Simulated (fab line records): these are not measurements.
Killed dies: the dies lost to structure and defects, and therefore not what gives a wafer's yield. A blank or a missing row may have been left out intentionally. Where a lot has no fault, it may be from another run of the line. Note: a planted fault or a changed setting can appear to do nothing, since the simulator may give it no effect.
Split-lot study | flow sky130 | 5 lots, 23 wafers read, on a route of 708 steps

== THE SPLIT ITSELF ==
At SKY_POLY_CUT_COAT_03 (resist thk 450 nm), the setting spinRpm was moved away from the recipe's 3000 rpm on 7 of the 23 wafers read, by -6.1% to +5.1%. All remaining wafers had this setting at the recipe value.

No step appears in the file between the split and the reading.

== THE READING ==
KrF-thick_of_POLY_CUT_COAT_03.thkNm (the simulator's own value, which no gauge read), in nm, at SKY_POLY_CUT_ETCH_10 (etches BARC in N2/H2, stops on SiO2, time 45.9 s, target depth 60 nm). No usual value for it is given in the file. Here, 16 wafers ran the recipe; their average is 408.0 nm with a standard deviation of 1.5 nm.

wafer  | tool, chamber at the split | spinRpm as run, rpm | against the recipe | KrF-thick_of_POLY_CUT_COAT_03.thkNm, nm | against lot-mates on the recipe
L076.1 | lithoTrack-04, 0           | 3000                | recipe             | 408.4                                   | -
L076.3 | lithoTrack-04, 0           | 3086                | +2.9%              | 402.4                                   | -5.1
L076.4 | lithoTrack-04, 0           | 3086                | +2.9%              | 401.6                                   | -5.9
L076.5 | lithoTrack-04, 0           | 3086                | +2.9%              | 403.2                                   | -4.3
L076.6 | lithoTrack-04, 0           | 3000                | recipe             | 406.7                                   | -
L077.1 | lithoTrack-02, 0           | 3000                | recipe             | 406.3                                   | -
L077.4 | lithoTrack-02, 0           | 3000                | recipe             | 406.3                                   | -
L077.2 | lithoTrack-02, 0           | 3154                | +5.1%              | 396.4                                   | -10.0
L077.3 | lithoTrack-02, 0           | 3000                | recipe             | 406.5                                   | -
L077.5 | lithoTrack-02, 0           | 3154                | +5.1%              | 397.7                                   | -8.7
L079.1 | lithoTrack-02, 0           | 3000                | recipe             | 409.8                                   | -
L079.2 | lithoTrack-02, 0           | 3000                | recipe             | 409.3                                   | -
L079.3 | lithoTrack-02, 0           | 3000                | recipe             | 408.5                                   | -
L079.5 | lithoTrack-02, 0           | 3000                | recipe             | 410.2                                   | -
L079.6 | lithoTrack-02, 0           | 3000                | recipe             | 410.2                                   | -
L081.1 | lithoTrack-02, 0           | 3000                | recipe             | 408.2                                   | -
L081.2 | lithoTrack-02, 0           | 3000                | recipe             | 408.9                                   | -
L081.5 | lithoTrack-02, 0           | 3000                | recipe             | 408.3                                   | -
L084.2 | lithoTrack-02, 0           | 2818                | -6.1%              | 422.5                                   | +15.7
L084.3 | lithoTrack-02, 0           | 3000                | recipe             | 406.2                                   | -
L084.4 | lithoTrack-02, 0           | 3000                | recipe             | 405.8                                   | -
L084.5 | lithoTrack-02, 0           | 2818                | -6.1%              | 423.4                                   | +16.6
L084.6 | lithoTrack-02, 0           | 3000                | recipe             | 408.4                                   | -

THE FIT
A straight line over all 23 wafers: KrF-thick_of_POLY_CUT_COAT_03.thkNm changes by -2.28 nm for each +1% of spinRpm; r = -0.97; the points scatter about the line by 1.4 nm.
The same after taking each lot's own level away (the mean of its wafers on the recipe; 23 wafers): -2.25 nm for each +1%; r = -0.98; scatter 1.2 nm.
According to that fit, moving spinRpm by its largest amount changes the reading by 14 nm.
Across the lots, their own levels run from 406.37 to 409.60 nm, a range of 2.2 times the standard deviation given above.
The two slopes agree, so the slope changes little with the lot-to-lot level.
Check: with one of the wafers moved furthest among these (-6.1%) left out of the fit, the line predicts +13.6 nm for it against its lot-mates. It came out at +15.7 nm against them.

== ADDITIONAL SPLITS CARRIED BY THESE WAFERS ==
Note: prior to the reading, these wafers also went through further splits. Each is held against what the fit with the lots' levels taken away leaves over:
other split on the same wafers      | wafers away from the commonest value | r with KrF-thick_of_POLY_CUT_COAT_03.thkNm (lot level and that fit taken away)
SKY_RES_PROTECT_COAT_02 resistThkNm | 12                                   | +0.11
SKY_POLY_GATE_EXPOSE_10 doseMj      | 7                                    | -0.04
SKY_LDD_N_IMPLANT_15 energyKev      | 9                                    | +0.13
SKY_LDD_P_COAT_02 spinRpm           | 8                                    | -0.17
SKY_LDD_HVN_IMPLANT_08 doseCm2      | 11                                   | -0.35

== THE WHOLE CHAIN: every reading that the file lists as answering this split, in the file's order ==
step                  | what it does                                                         | reading                                                                              | change (the file's fit)              | r (the file's)
SKY_POLY_CUT_COAT_03  | resist thk 450 nm                                                    | KrF-thick_of_POLY_CUT_COAT_03.thkNm (the simulator's own value, which no gauge read) | -2.36 nm for each +1% of the setting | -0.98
SKY_POLY_CUT_ETCH_10  | etches BARC in N2/H2, stops on SiO2, time 45.9 s, target depth 60 nm | KrF-thick_of_POLY_CUT_COAT_03.thkNm (the simulator's own value, which no gauge read) | -2.26 nm for each +1% of the setting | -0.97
SKY_POLY_CUT_STRIP_12 | strips in O2/N2                                                      | stripTimeToEndpointS                                                                 | withheld for each +1% of the setting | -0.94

== FILE'S OWN FIT ==
KrF-thick_of_POLY_CUT_COAT_03.thkNm changes by -2.26 nm for each +1% of spinRpm, r = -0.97.
